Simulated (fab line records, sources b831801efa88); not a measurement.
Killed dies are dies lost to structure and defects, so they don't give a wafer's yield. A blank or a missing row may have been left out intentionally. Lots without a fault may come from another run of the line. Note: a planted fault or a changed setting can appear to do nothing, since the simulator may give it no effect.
fab line records ; flow sfq-line
[record] lots = 7; wafers = 21; last-day = 79
route steps=325 shown M2@92 I2@103 M3@118
lots that met no fault: taken from a fault-free run of the same line
start-h: hours from the record's opening day to when the first of the lot's shown wafers began ; wait-h: hours elapsed since this lot's preceding step ; " repeats the value in the row above ; L1.1+2: a row that stands for several wafers ; - either no value or no given start ; * or withheld: withheld ; < > ~ a bound
route shown NAME@n: NAME is a module with steps in the file, n the number in the route of the first one ; usual: average and standard deviation across the fault-free wafers ; same: alike in all rows ; chamber/n: place in a boat ; sites: each site's reading ; _std_site: standard deviation across them ; _edge_site: inner sites' mean taken away from outer sites' mean ; radius-mm: for every site, how far away it sits from the centre of the wafer ; mask NAME#n: copy n ; behind: the last tool/chamber to shape the wafer ; hold: why the lot was held/for how many hours/how that ended ; device: names the non-switching transistor (n, p or np) ; end of line: tests of these same wafers at the route's end ; a step given without rows: its recipe and nothing more ; killed: dies that structure and defects cost at the first sort, which is not the same as the wafer's yield ; map: dies across one wafer; x = killed, . = not, _ = none there
set.NAME: setting as actually run; set.NAME@STEP: the setting as run at that earlier step ; model.NAME: the simulator's own value behind a step, which no gauge read
lots seen at some steps along the route; tables by step, rows by wafer
services: when a tool's chamber went out of use (start-h, in hours from the record's first day, below 0 if earlier), for how many hours, and the reason
[[steps]]
[step SFQ_TRILAYER_M2_LITHO_COAT_062]
[recipe] resist = BARC; spin-rpm = 3000; resist-thk-nm = 62
[step SFQ_TRILAYER_M2_LITHO_COAT_057]
[recipe] resist = KrF; spin-rpm = 3000; resist-thk-nm = 600
[step SFQ_TRILAYER_M2_LITHO_SOFTBAKE_061]
[recipe] temp-c = withheld; time-s = withheld; resist = KrF
[step SFQ_TRILAYER_M2_LITHO_EXPOSE_058]
[recipe] mask-id = M2; na = 0.6; source-shape = conventional; sigma-outer = 0.65; target-cd-nm = 500; dose-mj = 14.4
[step SFQ_TRILAYER_M2_LITHO_PEB_060]
[recipe] peb-temp-c = 115; peb-time-s = 60; resist = KrF
[step SFQ_TRILAYER_M2_LITHO_DEVELOP_059]
[recipe] time-s = 60; resist = KrF
[step SFQ_M2_OVL_MEAS_916]
[usual] M2_OVL = -3/5
lot.wafer;tool;chamber;start-h;wait-h;M2_OVL[nm]
L474.3;overlay-02;-;459.10;0.1;-7
L474.5;overlay-02;-;459.10;0.1;-14
L474.6;overlay-02;-;459.10;0.1;-7
L475.2;overlay-01;-;471.09;0.1;-12
L475.4;overlay-01;-;471.09;0.1;-9
L475.6;overlay-01;-;471.09;0.1;-5
L478.3;overlay-02;-;490.30;0.1;-9
L478.5;overlay-02;-;490.30;0.1;-9
L478.6;overlay-02;-;490.30;0.1;-9
L479.3;overlay-01;-;493.90;0.1;0
L479.5;overlay-01;-;493.90;0.1;7
L479.6;overlay-01;-;493.90;0.1;4
L480.2;overlay-02;-;502.29;0.1;2
L480.5;overlay-02;-;502.29;0.1;-5
L480.6;overlay-02;-;502.29;0.1;3
L481.2;overlay-01;-;506.62;0.1;-1
L481.3;overlay-01;-;506.62;0.1;0
L481.6;overlay-01;-;506.62;0.1;1
L483.1;overlay-02;-;530.61;0.1;-3
L483.3;overlay-02;-;530.61;0.1;-6
L483.5;overlay-02;-;530.61;0.1;-1
[step SFQ_TRILAYER_M2_BARC_OPEN_METAL_ETCH_077]
[recipe] mask-material = PR; chemistry = O2; target-depth-nm = 125; target = BARC; icp-w = 600; bias-w = 80; pressure-mtorr = 10; time-s = 41.7
[step SFQ_TRILAYER_M2_ETCH_METAL_ETCH_060]
[recipe] target = Nb; stop-on = SiO2; mask-material = PR; chemistry = Cl2/Ar; target-depth-nm = 240; icp-w = 600; bias-w = 80; pressure-mtorr = 10; time-s = 120
[usual] bias-w = 80.01/0.26; drypump-motor-current-A = 5.4/0.4; oes-product-au = 0.892/0.0078
lot.wafer;tool;chamber;start-h;wait-h;bias-w;drypump-motor-current-A;oes-product-au;rf-hours-counter-h
L474.3;rie-metal-02;0;459.22;0.1;80.23;5.7;0.893;-
L474.5;rie-metal-02;0;459.22;0.1;79.99;5.8;0.905;-
L474.6;rie-metal-02;1;459.22;0.1;79.89;6.0;0.902;-
L475.2;rie-metal-03;0;471.18;0.0;80.15;5.3;0.889;166
L475.4;rie-metal-03;1;471.18;0.0;79.97;5.4;0.891;-
L475.6;rie-metal-03;1;471.18;0.0;79.90;5.4;0.883;-
L478.3;rie-metal-02;0;490.51;0.1;80.11;5.7;0.894;-
L478.5;rie-metal-02;1;490.51;0.1;79.92;5.9;0.884;-
L478.6;rie-metal-02;0;490.51;0.1;79.95;5.8;0.893;-
L479.3;rie-metal-02;1;494.02;0.1;80.39;6.0;0.892;-
L479.5;rie-metal-02;1;494.02;0.1;80.45;5.9;0.892;-
L479.6;rie-metal-02;0;494.02;0.1;79.98;5.8;0.898;-
L480.2;rie-metal-02;0;502.38;0.0;80.23;5.7;0.894;100
L480.5;rie-metal-02;0;502.38;0.0;80.44;5.8;0.903;-
L480.6;rie-metal-02;1;502.38;0.0;80.42;6.0;0.898;-
L481.2;rie-metal-04;0;506.71;0.0;79.29;5.1;0.889;10
L481.3;rie-metal-04;0;506.71;0.0;79.42;5.1;0.895;-
L481.6;rie-metal-04;0;506.71;0.0;79.77;5.1;0.897;-
L483.1;rie-metal-04;1;530.71;0.0;80.32;4.8;0.898;42
L483.3;rie-metal-04;0;530.71;0.0;79.63;5.1;0.897;-
L483.5;rie-metal-04;1;530.71;0.0;79.87;4.9;0.899;-
[step SFQ_TRILAYER_M2_STRIP_STRIP_061]
[recipe] gas = O2; power-w = 200; platen-temp-c = 40; overash-fraction = 0.65; chemistry = O2; pressure-mtorr = 50
[usual] drypump-motor-current-A = 5.4/0.4; oes-product-au = 1.002/0.0085
lot.wafer;tool;chamber;start-h;wait-h;drypump-motor-current-A;oes-product-au;rf-hours-counter-h
L474.3;rie-metal-02;0;459.51;0.2;5.7;0.994;-
L474.5;rie-metal-02;0;459.51;0.2;5.7;1.000;-
L474.6;rie-metal-02;1;459.51;0.2;6.0;0.999;-
L475.2;rie-metal-03;0;471.31;0.1;5.3;0.999;166
L475.4;rie-metal-03;1;471.31;0.1;5.4;1.009;-
L475.6;rie-metal-03;1;471.31;0.1;5.4;1.006;-
L478.3;rie-metal-02;0;490.79;0.2;5.8;0.995;-
L478.5;rie-metal-02;1;490.79;0.2;5.9;1.006;-
L478.6;rie-metal-02;0;490.79;0.2;5.8;1.000;-
L479.3;rie-metal-02;1;494.31;0.2;5.9;1.000;-
L479.5;rie-metal-02;1;494.31;0.2;6.0;1.000;-
L479.6;rie-metal-02;0;494.31;0.2;5.8;1.008;-
L480.2;rie-metal-02;0;502.51;0.1;5.7;1.007;101
L480.5;rie-metal-02;0;502.51;0.1;5.8;1.004;-
L480.6;rie-metal-02;1;502.51;0.1;5.9;1.004;-
L481.2;rie-metal-04;0;506.83;0.1;5.1;1.001;10
L481.3;rie-metal-04;0;506.83;0.1;5.1;1.002;-
L481.6;rie-metal-04;0;506.83;0.1;5.1;0.993;-
L483.1;rie-metal-04;1;530.83;0.1;4.9;0.998;42
L483.3;rie-metal-04;0;530.83;0.1;5.1;1.001;-
L483.5;rie-metal-04;1;530.83;0.1;4.9;1.010;-
[step SFQ_TRILAYER_M2_STRIP_SOLV_CLEAN_062]
[recipe] chemistry = NMP; temp-c = 70; time-s = 600
[step SFQ_TRILAYER_I2_DEP_PECVD_063]
[recipe] material = SiO2; temp-c = 150; time-s = 111.11; pressure-torr = 2.4; rf-w = 183.3; precursor = SiH4/N2O; target-thk-nm = 500
[usual] heater-power-w = 75/12; throttle-valve-pct = 24.6/1.8
lot.wafer;tool;chamber;start-h;wait-h;heater-power-w;throttle-valve-pct
L474.3;pecvd-02;0;460.26;0.0;84;28.5
L474.5;pecvd-02;1;460.26;0.0;58;25.0
L474.6;pecvd-02;2;460.26;0.0;66;24.1
L475.2;pecvd-01;1;472.10;0.0;64;23.0
L475.4;pecvd-01;2;472.10;0.0;67;23.5
L475.6;pecvd-01;1;472.10;0.0;65;23.0
L478.3;pecvd-01;2;491.38;0.0;82;23.5
L478.5;pecvd-01;1;491.38;0.0;67;22.9
L478.6;pecvd-01;2;491.38;0.0;67;23.4
L479.3;pecvd-01;1;494.88;0.0;60;22.9
L479.5;pecvd-01;1;494.88;0.0;63;22.9
L479.6;pecvd-01;0;494.88;0.0;86;23.9
L480.2;pecvd-01;1;503.28;0.0;63;22.7
L480.5;pecvd-01;2;503.28;0.0;79;23.5
L480.6;pecvd-01;0;503.28;0.0;89;23.7
L481.2;pecvd-01;2;507.61;0.0;83;23.7
L481.3;pecvd-01;0;507.61;0.0;78;23.9
L481.6;pecvd-01;2;507.61;0.0;69;23.5
L483.1;pecvd-02;1;531.62;0.0;55;25.0
L483.3;pecvd-02;2;531.62;0.0;65;24.1
L483.5;pecvd-02;1;531.62;0.0;59;25.1
[step SFQ_TRILAYER_I2_CMP_CMP_064]
[recipe] material = SiO2; down-force-psi = 3; platen-rpm = 60; pad-velocity-m-s = 0.94248
[usual] motor-current-A = 10.0/0.51; time-to-endpoint-s = 216/10
lot.wafer;tool;chamber;start-h;wait-h;motor-current-A;time-to-endpoint-s;model.SiO2_of_TRILAYER_I2_DEP_PECVD_063.thk-nm
L474.3;cmp-01;2;469.72;9.4;10.3;205;200.9
L474.5;cmp-01;3;469.72;9.4;10.8;225;199.5
L474.6;cmp-01;0;469.72;9.4;9.9;213;200.8
L475.4;cmp-02;3;477.39;5.2;10.4;214;198.8
L475.2;cmp-02;1;478.39;6.3;9.9;227;202.5
L475.6;cmp-02;3;479.39;7.2;10.0;220;199.5
L478.3;cmp-02;0;505.66;14.2;9.9;227;180.1
L478.5;cmp-02;1;505.66;14.2;10.3;253;182.3
L478.6;cmp-02;2;505.66;14.2;9.7;233;181.9
L479.3;cmp-02;3;507.66;12.7;9.7;223;179.1
L479.6;cmp-02;2;509.16;14.2;9.4;235;180.6
L479.5;cmp-02;3;509.16;14.2;10.1;232;179.9
L480.2;cmp-02;1;516.16;12.8;10.1;239;181.5
L480.5;cmp-02;1;518.16;14.8;10.1;252;182
L480.6;cmp-02;2;518.16;14.8;9.5;231;179.6
L481.3;cmp-01;1;520.52;12.9;10.6;208;198.8
L481.2;cmp-01;2;520.52;12.9;10.3;212;201.1
L481.6;cmp-01;1;522.52;14.8;10.7;211;197.5
L483.1;cmp-01;2;545.02;13.4;10.6;216;199.2
L483.3;cmp-01;3;545.02;13.4;10.9;206;199.6
L483.5;cmp-01;0;545.02;13.4;9.8;230;200.7
[step SFQ_I2_BOW_MEAS_917]
[recipe] mode = bow
[usual] I2_BOW = 4/8.4
lot.wafer;tool;chamber;start-h;wait-h;I2_BOW[um]
L474.3;film-metro-03;-;471.26;1.0;12
L474.5;film-metro-03;-;471.26;1.0;-7
L474.6;film-metro-03;-;471.26;1.0;0
L475.2;film-metro-03;-;479.91;1.0;25
L475.4;film-metro-03;-;479.91;1.0;10
L475.6;film-metro-03;-;479.91;1.0;13
L478.3;film-metro-01;-;507.20;1.0;3
L478.5;film-metro-01;-;507.20;1.0;-8
L478.6;film-metro-01;-;507.20;1.0;9
L479.3;film-metro-03;-;510.20;2.0;0
L479.5;film-metro-03;-;510.20;2.0;5
L479.6;film-metro-03;-;510.20;2.0;3
L480.2;film-metro-01;-;519.18;2.5;-2
L480.5;film-metro-01;-;519.18;2.5;-7
L480.6;film-metro-01;-;519.18;2.5;-7
L481.2;film-metro-01;-;523.04;1.5;7
L481.3;film-metro-01;-;523.04;1.5;13
L481.6;film-metro-01;-;523.04;1.5;1
L483.1;film-metro-01;-;547.02;1.5;18
L483.3;film-metro-01;-;547.02;1.5;12
L483.5;film-metro-01;-;547.02;1.5;1
[step SFQ_TRILAYER_I2_METRO_MEASURE_065]
[usual] thk-nm = 200.3/1.4
lot.wafer;tool;chamber;start-h;wait-h;thk-nm
L474.3;film-metro-03;-;471.74;0.5;200.9
L474.5;film-metro-03;-;471.74;0.5;199.5
L474.6;film-metro-03;-;471.74;0.5;200.7
L475.2;film-metro-03;-;480.21;0.3;202.4
L475.4;film-metro-03;-;480.21;0.3;198.5
L475.6;film-metro-03;-;480.21;0.3;199.3
L478.3;film-metro-01;-;507.68;0.5;180.1
L478.5;film-metro-01;-;507.68;0.5;182.3
L478.6;film-metro-01;-;507.68;0.5;182.0
L479.3;film-metro-03;-;510.68;0.5;179.1
L479.5;film-metro-03;-;510.68;0.5;179.9
L479.6;film-metro-03;-;510.68;0.5;180.7
L480.2;film-metro-01;-;519.48;0.3;181.6
L480.5;film-metro-01;-;519.48;0.3;181.8
L480.6;film-metro-01;-;519.48;0.3;179.6
L481.2;film-metro-01;-;523.34;0.3;201.2
L481.3;film-metro-01;-;523.34;0.3;198.8
L481.6;film-metro-01;-;523.34;0.3;197.4
L483.1;film-metro-01;-;547.14;0.1;199.3
L483.3;film-metro-01;-;547.14;0.1;199.4
L483.5;film-metro-01;-;547.14;0.1;200.6
[step SFQ_TRILAYER_I2_VIA_LITHO_COAT_072]
[recipe] resist = BARC; spin-rpm = 3000; resist-thk-nm = 62
[step SFQ_TRILAYER_I2_VIA_LITHO_COAT_067]
[recipe] resist = KrF; spin-rpm = 3000; resist-thk-nm = 650
[step SFQ_TRILAYER_I2_VIA_LITHO_SOFTBAKE_071]
[recipe] temp-c = withheld; time-s = withheld; resist = KrF
[step SFQ_TRILAYER_I2_VIA_LITHO_EXPOSE_068]
[recipe] mask-id = I2; na = 0.6; source-shape = conventional; sigma-outer = 0.65; target-cd-nm = 500; dose-mj = 21.3
[step SFQ_TRILAYER_I2_VIA_LITHO_PEB_070]
[recipe] peb-temp-c = 115; peb-time-s = 60; resist = KrF
[step SFQ_TRILAYER_I2_VIA_LITHO_DEVELOP_069]
[recipe] time-s = 60; resist = KrF
[step SFQ_I2_OVL_MEAS_918]
[usual] I2_OVL = -7/4.9
lot.wafer;tool;chamber;start-h;wait-h;I2_OVL[nm]
L474.3;overlay-02;-;581.58;0.1;-17
L474.5;overlay-02;-;581.58;0.1;-12
L474.6;overlay-02;-;581.58;0.1;-14
L475.2;overlay-01;-;587.58;0.1;-5
L475.4;overlay-01;-;587.58;0.1;-10
L475.6;overlay-01;-;587.58;0.1;-9
L478.3;overlay-02;-;610.28;0.1;5
L478.5;overlay-02;-;610.28;0.1;-8
L478.6;overlay-02;-;610.28;0.1;3
L479.3;overlay-02;-;613.88;0.1;-9
L479.5;overlay-02;-;613.88;0.1;-10
L479.6;overlay-02;-;613.88;0.1;-5
L480.2;overlay-02;-;618.68;0.1;-10
L480.5;overlay-02;-;618.68;0.1;-11
L480.6;overlay-02;-;618.68;0.1;-10
L481.2;overlay-01;-;623.48;0.1;-11
L481.3;overlay-01;-;623.48;0.1;-10
L481.6;overlay-01;-;623.48;0.1;-11
L483.1;overlay-01;-;648.22;0.1;-6
L483.3;overlay-01;-;648.22;0.1;-5
L483.5;overlay-01;-;648.22;0.1;1
[step SFQ_TRILAYER_I2_VIA_BARC_OPEN_VIA_ETCH_096]
[recipe] mask-material = PR; chemistry = O2; target-depth-nm = 125; target = BARC; source-w = 500; bias-w = 80; pressure-mtorr = 30; time-s = 41.7
[usual] bias-w = 80.00/0.23; drypump-motor-current-A = 5.9/0.38; oes-product-au = 0.685/0.0047
lot.wafer;tool;chamber;start-h;wait-h;bias-w;drypump-motor-current-A;oes-product-au;rf-hours-counter-h
L474.3;rie-diel-04;0;581.61;0.0;80.40;5.7;0.683;82
L474.5;rie-diel-04;2;581.61;0.0;80.32;6.0;0.694;-
L474.6;rie-diel-04;1;581.61;0.0;79.73;6.6;0.686;-
L475.2;rie-diel-04;3;587.61;0.0;79.88;5.3;0.691;34
L475.4;rie-diel-04;2;587.61;0.0;80.21;6.0;0.693;13
L475.6;rie-diel-04;2;587.61;0.0;79.92;6.0;0.686;-
L478.3;rie-diel-04;2;610.31;0.0;79.78;6.0;0.673;14
L478.5;rie-diel-04;3;610.31;0.0;79.70;5.3;0.688;-
L478.6;rie-diel-04;2;610.31;0.0;80.08;6.0;0.689;-
L479.3;rie-diel-04;2;613.91;0.0;80.08;6.0;0.686;14
L479.5;rie-diel-04;1;613.91;0.0;80.02;6.6;0.687;-
L479.6;rie-diel-04;2;613.91;0.0;79.90;6.0;0.687;-
L480.2;rie-diel-01;3;618.71;0.0;80.32;6.2;0.684;12
L480.5;rie-diel-01;3;618.71;0.0;80.02;6.2;0.679;-
L480.6;rie-diel-01;0;618.71;0.0;79.96;5.6;0.688;-
L481.2;rie-diel-01;2;623.51;0.0;80.08;5.8;0.691;13
L481.3;rie-diel-01;1;623.51;0.0;79.71;5.8;0.681;39
L481.6;rie-diel-01;0;623.51;0.0;80.47;5.6;0.682;-
L483.1;rie-diel-04;0;648.26;0.0;79.66;5.7;0.682;1
L483.3;rie-diel-04;2;648.26;0.0;79.33;6.0;0.685;15
L483.5;rie-diel-04;0;648.26;0.0;80.15;5.7;0.677;-
[step SFQ_TRILAYER_I2_VIA_ETCH_VIA_ETCH_070]
[recipe] target = SiO2; stop-on = Nb; mask-material = PR; taper-deg = 20; chemistry = CHF3; target-depth-nm = 260; source-w = 500; bias-w = 80; pressure-mtorr = 30; time-s = withheld
[usual] bias-w = 80.04/0.23; drypump-motor-current-A = 5.9/0.38; oes-product-au = 0.855/0.0057
lot.wafer;tool;chamber;start-h;wait-h;bias-w;drypump-motor-current-A;oes-product-au;model.etch.depth-nm;model.I2.feature-depth-nm
L474.3;rie-diel-04;0;581.65;0.0;80.29;5.7;0.853;200.9;200.9
L474.5;rie-diel-04;2;581.65;0.0;79.80;6.0;0.865;199.5;199.5
L474.6;rie-diel-04;1;581.65;0.0;79.85;6.6;0.859;200.8;200.8
L475.2;rie-diel-04;3;587.65;0.0;80.24;5.3;0.853;202.5;202.5
L475.4;rie-diel-04;2;587.65;0.0;80.16;6.0;0.856;198.8;198.8
L475.6;rie-diel-04;2;587.65;0.0;79.60;6.0;0.856;199.5;199.5
L478.3;rie-diel-04;2;610.35;0.0;80.12;6.0;0.808;180.1;180.1
L478.5;rie-diel-04;3;610.35;0.0;80.09;5.3;0.810;182.3;182.3
L478.6;rie-diel-04;2;610.35;0.0;80.10;6.0;0.810;181.9;181.9
L479.3;rie-diel-04;2;613.95;0.0;79.67;6.0;0.805;179.1;179.1
L479.5;rie-diel-04;1;613.95;0.0;79.85;6.6;0.807;179.9;179.9
L479.6;rie-diel-04;2;613.95;0.0;79.82;6.0;0.808;180.6;180.6
L480.2;rie-diel-01;3;618.75;0.0;80.15;6.2;0.809;181.5;181.5
L480.5;rie-diel-01;3;618.75;0.0;80.18;6.2;0.811;182;182
L480.6;rie-diel-01;0;618.75;0.0;79.98;5.6;0.804;179.6;179.6
L481.2;rie-diel-01;2;623.55;0.0;80.14;5.8;0.860;201.1;201.1
L481.3;rie-diel-01;1;623.55;0.0;80.02;5.8;0.852;198.8;198.8
L481.6;rie-diel-01;0;623.55;0.0;80.05;5.6;0.849;197.5;197.5
L483.1;rie-diel-04;0;648.30;0.0;80.31;5.7;0.856;199.2;199.2
L483.3;rie-diel-04;2;648.30;0.0;79.91;6.0;0.853;199.6;199.6
L483.5;rie-diel-04;0;648.30;0.0;79.92;5.7;0.847;200.7;200.7
[step SFQ_TRILAYER_I2_VIA_STRIP_STRIP_071]
[recipe] gas = O2; power-w = 200; platen-temp-c = 40; overash-fraction = 0.65; chemistry = O2; pressure-mtorr = 50
[step SFQ_TRILAYER_I2_VIA_STRIP_SOLV_CLEAN_072]
[recipe] chemistry = NMP; temp-c = 70; time-s = 600
[step SFQ_TRILAYER_M3_DEP_PRE_CLEAN_074]
[recipe] gas = Ar; time-s = 22.5; bias-v = 250
lot.wafer;tool;chamber;start-h;wait-h;model.SiO2_of_TRILAYER_I2_DEP_PECVD_063.thk-nm
L474.3;pvd-sputter-04;-;582.54;0.0;193.4
L474.5;pvd-sputter-04;-;582.54;0.0;192
L474.6;pvd-sputter-04;-;582.54;0.0;193.3
L475.2;pvd-sputter-04;-;588.54;0.0;195
L475.4;pvd-sputter-04;-;588.54;0.0;191.3
L475.6;pvd-sputter-04;-;588.54;0.0;192
L478.3;pvd-sputter-05;-;611.24;0.0;172.6
L478.5;pvd-sputter-05;-;611.24;0.0;174.8
L478.6;pvd-sputter-05;-;611.24;0.0;174.4
L479.3;pvd-sputter-05;-;614.84;0.0;171.6
L479.5;pvd-sputter-05;-;614.84;0.0;172.4
L479.6;pvd-sputter-05;-;614.84;0.0;173.1
L480.2;pvd-sputter-04;-;619.64;0.0;174
L480.5;pvd-sputter-04;-;619.64;0.0;174.5
L480.6;pvd-sputter-04;-;619.64;0.0;172.1
L481.2;pvd-sputter-04;-;624.44;0.0;193.6
L481.3;pvd-sputter-04;-;624.44;0.0;191.3
L481.6;pvd-sputter-04;-;624.44;0.0;190
L483.1;pvd-sputter-06;-;649.19;0.0;191.7
L483.3;pvd-sputter-06;-;649.19;0.0;192.1
L483.5;pvd-sputter-06;-;649.19;0.0;193.2
[step SFQ_TRILAYER_M3_DEP_SPUTTER_073]
[recipe] material = Nb; base-pressure-pa = 1.33e-06; chamber-pressure-pa = 0.1333; substrate-temp-c = 20; resputter-cathode-voltage-v = 400; target-thk-nm = 200; power-w = 2000; time-s = 133.3
[usual] substrate-temp-c = 20.00/0.097; throttle-valve-pct = 30.5/1.1
lot.wafer;tool;chamber;start-h;wait-h;substrate-temp-c;throttle-valve-pct
L474.3;pvd-sputter-04;-;582.57;0.0;19.96;31.2
L474.5;pvd-sputter-04;-;582.57;0.0;20.27;31.7
L474.6;pvd-sputter-04;-;582.57;0.0;19.96;30.8
L475.2;pvd-sputter-04;-;588.57;0.0;20.09;31.5
L475.4;pvd-sputter-04;-;588.57;0.0;20.07;31.4
L475.6;pvd-sputter-04;-;588.57;0.0;20.04;31.7
L478.3;pvd-sputter-05;-;611.27;0.0;19.88;31.6
L478.5;pvd-sputter-05;-;611.27;0.0;20.08;30.5
L478.6;pvd-sputter-05;-;611.27;0.0;19.93;31.7
L479.3;pvd-sputter-05;-;614.87;0.0;19.98;31.5
L479.5;pvd-sputter-05;-;614.87;0.0;19.92;30.2
L479.6;pvd-sputter-05;-;614.87;0.0;19.87;31.1
L480.2;pvd-sputter-04;-;619.67;0.0;19.91;31.1
L480.5;pvd-sputter-04;-;619.67;0.0;20.06;30.7
L480.6;pvd-sputter-04;-;619.67;0.0;20.02;31.9
L481.2;pvd-sputter-04;-;624.47;0.0;19.91;31.8
L481.3;pvd-sputter-04;-;624.47;0.0;19.89;31.0
L481.6;pvd-sputter-04;-;624.47;0.0;19.89;31.5
L483.1;pvd-sputter-06;-;649.22;0.0;19.97;28.0
L483.3;pvd-sputter-06;-;649.22;0.0;20.08;28.5
L483.5;pvd-sputter-06;-;649.22;0.0;19.95;31.1
[[services]]
tool;chamber;start-h;hours;kind
rie-diel-04;0;437.32;11.5;repair
pecvd-01;-;445.56;6.0;pm
pvd-sputter-05;-;454.29;7.2;repair
cmp-02;-;466.61;4.3;pm
rie-metal-04;-;477.13;2.8;pm
rie-metal-04;-;485.14;14.6;pm
film-metro-01;-;485.22;0.4;pm
rie-diel-01;3;495.78;4.1;repair
film-metro-01;-;496.26;2.4;pm
rie-diel-01;1;503.17;10.8;repair
pvd-sputter-04;-;505.89;3.2;repair
cmp-02;-;531.09;1.5;repair
cmp-02;-;537.23;1.7;repair
rie-diel-04;0;544.16;1.6;repair
pecvd-01;2;550.38;19.4;repair
rie-diel-04;-;558.42;0.5;repair
rie-metal-02;-;576.12;40.3;repair
pvd-sputter-04;-;591.57;6.2;repair
cmp-02;-;592.96;5.1;pm
rie-diel-04;0;593.92;4.2;repair
rie-metal-02;0;609.02;1.0;repair
rie-diel-04;1;615.99;23.8;repair
pvd-sputter-05;-;625.48;2.4;repair
pecvd-01;0;645.89;19.1;repair
[[key]]
[first-sign] step = SFQ_TRILAYER_I2_CMP_CMP_064; reading = time-to-endpoint-s; direction = up; sigmas = 2; usual = *; struck = *
[effect] step = SFQ_TRILAYER_I2_METRO_MEASURE_065; reading = thk-nm; direction = down; sigmas = 14; usual = 200.3; struck = 180.8
[effect] step = SFQ_TRILAYER_I2_VIA_ETCH_VIA_ETCH_070; reading = oes-product-au; direction = down; sigmas = 8.2; usual = 0.855; struck = 0.808
[model-effect] step = SFQ_TRILAYER_I2_CMP_CMP_064; value = SiO2_of_TRILAYER_I2_DEP_PECVD_063.thk-nm; without = 200.8; struck = 180.8
[model-effect] step = SFQ_TRILAYER_I2_VIA_ETCH_VIA_ETCH_070; value = etch.depth-nm; without = 200.8; struck = 180.8
[model-effect] step = SFQ_TRILAYER_M3_DEP_PRE_CLEAN_074; value = SiO2_of_TRILAYER_I2_DEP_PECVD_063.thk-nm; without = 193.3; struck = 173.3
met-at SFQ_TRILAYER_I2_CMP_CMP_064
struck-wafers L478.3,L478.5,L478.6,L479.3,L479.5,L479.6,L480.2,L480.5,L480.6
onset-between 477.39 505.66
also-fits SFQ_TRILAYER_M2_ETCH_METAL_ETCH_060:rie-metal-02,SFQ_TRILAYER_M2_STRIP_STRIP_061:rie-metal-02
[fault] kind = process-parameter-drift; tool = cmp-02; chamber = -; onset-h = 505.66; steps = SFQ_TRILAYER_I2_CMP_CMP_064; channel = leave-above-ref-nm; offset = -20; shape = step; end-h = 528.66; acts-in = these-recipes-only; stated = 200
